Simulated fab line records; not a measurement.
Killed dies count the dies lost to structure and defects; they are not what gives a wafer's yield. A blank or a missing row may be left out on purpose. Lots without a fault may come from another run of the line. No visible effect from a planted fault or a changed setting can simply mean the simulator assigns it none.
Which tool did it?	flow sky130	Sampling: 6 lots, 18 wafers, 2 of 708 route steps

== WHAT EACH GAUGE READ, for each wafer ==
SKY_LI_CONTACT_THK_MEAS_01.
lot	measured	on	LI_CONTACT_HDPCVD_THK (nm)
L413	day 29 02:10	filmMetro-03	926 918 927
L415	day 29 23:21	filmMetro-02	931 928 928
L420	day 31 08:47	filmMetro-04	937 945 935
L421	day 31 12:55	filmMetro-03	942 919 931
L431	day 35 11:03	filmMetro-02	1481 931 1476
L433	day 36 02:30	filmMetro-02	934 948 933

== WHICH TOOL RAN EACH LOT (tool, then ch and the chambers of the sampled wafers, then the start) ==
lot	SKY_LI_CONTACT_HDPCVD_00
L413	hdpcvd-02 ch 0,1,2, day 29 02:04
L415	hdpcvd-02 ch 0,1,2, day 29 23:15
L420	hdpcvd-02 ch 0,2, day 31 08:40
L421	hdpcvd-01 ch 0,1,2, day 31 12:49
L431	hdpcvd-02 ch 0,2, day 35 10:57
L433	hdpcvd-01 ch 0,1, day 36 02:24
- SKY_LI_CONTACT_HDPCVD_00: deposits PSG, target thk 930 nm, time 155 s.

== THE ANSWER, worked out from the rows above alone ==
Rule: the lots themselves supply what counts as usual. Put in order of their means at a reading, lots are off if they are a third of the lots or fewer, leave a main group of 4 or more, and stand apart from it by a gap of 3 or more times the standard deviation of the main group's means; of several such gaps the widest counts. The tables above print the reading to a certain number of digits; a main group whose means all agree to those digits is not used. Also off: a lot with no number at a reading for which 4 or more lots have one. Any other lot the step has rows for is counted as sound.
Off: L431, seen at SKY_LI_CONTACT_THK_MEAS_01 (LI_CONTACT_HDPCVD_THK). The main group: mean 932 nm, standard deviation 5.8.
A tool fits if, at a process step before that reading, it ran every lot that is off, and no sound lot after the first of them. Gauges at SKY_LI_CONTACT_THK_MEAS_01: tried the same way as those tools. One fits: hdpcvd-02 at SKY_LI_CONTACT_HDPCVD_00. A fault onset in the window from L420 (day 31 08:40, its last sound lot) to L431 (day 35 10:57, its first lot off) fits.

== WHAT HAD BEEN PUT IN BY THE SIMULATOR ==
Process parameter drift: hdpcvd-02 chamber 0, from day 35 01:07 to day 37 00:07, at SKY_LI_CONTACT_HDPCVD_00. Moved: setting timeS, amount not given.
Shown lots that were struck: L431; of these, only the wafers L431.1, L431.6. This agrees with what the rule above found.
